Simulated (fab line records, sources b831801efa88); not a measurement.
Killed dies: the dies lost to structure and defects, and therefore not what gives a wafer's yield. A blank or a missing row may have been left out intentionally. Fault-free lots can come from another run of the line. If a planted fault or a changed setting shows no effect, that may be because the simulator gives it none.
Comparing a struck lot with a sound one + flow sfq line + 18 steps out of a route of 325
Sound: wafers L311.1, L311.3, L311.5. Wafers struck: L320.4, L320.5, L320.6. Last of all comes the cause.
Each step with rows lists, per side, the tool, then ch with its chambers, then its first start. Under that, the readings that differ: sound wafers + struck wafers + difference of the means + sigmas: that difference in standard deviations of wafers without a fault.
alike: readings whose means differ by less than 2 such deviations, and words and numbers that are the same on both sides. not compared: withheld readings, readings that some wafer has no value for, bounds like >300 that may hide the same value, and numbers for which the record gives no deviation and whose values overlap.
The two part at a step that has a row with sigmas, a row that says differs or no value, or rows on one side only. Non-overlapping numbers with no deviation appear without sigmas and do not part them. A reading missing from all wafers of one side parts the sides only when that side holds two or more wafers.

first, 2 steps without rows for these wafers: SFQ_TRILAYER_I4_VIA_STRIP_SOLV_CLEAN_108 (cleans in NMP, time 600 s); SFQ_TRILAYER_JJ_TRILAYER_DEP_PRE_CLEAN_113 (time 22.5 s).
SFQ_TRILAYER_JJ_TRILAYER_DEP_SPUTTER_109: material Nb, target thk 150 nm, time 100 s.
  struck on pvd sputter-03, day 51 00:35; sound on pvd sputter-05, day 50 05:37
  alike: throttle valve pct
SFQ_TRILAYER_JJ_TRILAYER_DEP_SPUTTER_110: material Al, target thk 8 nm, time 10 s.
  struck on pvd sputter-03, day 51 00:39; sound on pvd sputter-05, day 50 05:45
  alike: throttle valve pct
then, 1 step without rows for these wafers: SFQ_TRILAYER_JJ_TRILAYER_DEP_AL_OXIDATION_111 (oxidation time 600 s).
SFQ_TRILAYER_JJ_TRILAYER_DEP_SPUTTER_112: material Nb, target thk 170 nm, time 113.3 s.
  struck on pvd sputter-03, day 51 01:40; sound on pvd sputter-05, day 50 07:48
  alike: throttle valve pct
SFQ_JJ_RS_MEAS_929: measurement is done with a four-point probe.
  struck on film metro-02, day 51 01:49; sound on film metro-02, day 50 07:57
  alike: JJ_NB_RS
then, 4 steps without rows for these wafers: SFQ_TRILAYER_JJ_CE_LITHO_COAT_119 (resist thk 62 nm); SFQ_TRILAYER_JJ_CE_LITHO_COAT_114 (resist thk 600 nm); SFQ_TRILAYER_JJ_CE_LITHO_SOFTBAKE_118; SFQ_TRILAYER_JJ_CE_LITHO_EXPOSE_115 (exposes mask J5, target cd 700 nm).
-- the record jumps here: 5 days lie between the struck wafers' starts before and after --
SFQ_TRILAYER_JJ_CE_LITHO_PEB_117: peb time 60 s.
  sound on litho track-04 ch 0, day 55 13:49; struck on litho track-04 ch 0, day 56 11:29
| reading                  | sound                | struck               | difference | sigmas |
|--------------------------|----------------------|----------------------|------------|--------|
| heater power total W (W) | 79.13 79.09 79.22    | 76.15 76.14 76.11    | -3.01      | -51    |
| plate temp C (C)         | 115.09 115.12 115.05 | 111.41 111.59 111.52 | -3.58      | -22    |
then, 1 step without rows for these wafers: SFQ_TRILAYER_JJ_CE_LITHO_DEVELOP_116 (time 60 s).
SFQ_JJ_OVL_MEAS_931:
  struck on overlay-02, day 56 11:44; sound on overlay-01, day 55 14:07
  alike: J5_OVL
SFQ_TRILAYER_JJ_CE_METRO_MEASURE_117:
  struck on cd sem-01, day 56 12:21; sound on cd sem-01, day 55 14:09
| reading    | sound             | struck            | difference | sigmas |
|------------|-------------------|-------------------|------------|--------|
| cd nm (nm) | 700.6 699.6 699.4 | 768.6 770.6 769.5 | +69.7      | +58    |
SFQ_TRILAYER_JJ_CE_BARC_OPEN_RIE_150: chemistry O2, target BARC, target depth 240 nm, time 80 s.
  sound on rie metal-01 ch 1, day 55 15:21; struck on rie metal-04 ch 0,1, day 56 12:59
| reading             | sound             | struck            | difference | sigmas |
|---------------------|-------------------|-------------------|------------|--------|
| model.JJ.cd nm (nm) | 699.6 699.1 699.5 | 769.4 769.7 768.6 | +69.8      |        |
  alike: drypump motor current A, oes product au
  not compared: rf hours counter h
SFQ_TRILAYER_JJ_CE_ETCH_RIE_118: chemistry SF6, target Nb, stops on Al2O3, time 97.7 s, target depth 170 nm.
  sound on rie metal-01 ch 1, day 55 15:26; struck on rie metal-04 ch 0,1, day 56 13:05
| reading             | sound             | struck            | difference | sigmas |
|---------------------|-------------------|-------------------|------------|--------|
| model.JJ.cd nm (nm) | 699.1 698.5 699.5 | 770.4 769.9 768.6 | +70.6      |        |
  alike: drypump motor current A, oes product au
  not compared: rf hours counter h
after that, 1 step had no rows for these wafers: SFQ_TRILAYER_JJ_ANODIZE_ANODIZE_119.

## WHERE THEY PART
At SFQ_TRILAYER_JJ_CE_LITHO_PEB_117 first; at SFQ_TRILAYER_JJ_CE_METRO_MEASURE_117 last (within this record only). Later steps at which nothing parts them and some readings are alike: SFQ_TRILAYER_JJ_CE_BARC_OPEN_RIE_150, SFQ_TRILAYER_JJ_CE_ETCH_RIE_118.

WHY: whatever the simulator had introduced
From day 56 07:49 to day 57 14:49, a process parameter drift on litho track-04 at SFQ_TRILAYER_JJ_CE_LITHO_PEB_117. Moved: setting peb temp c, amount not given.
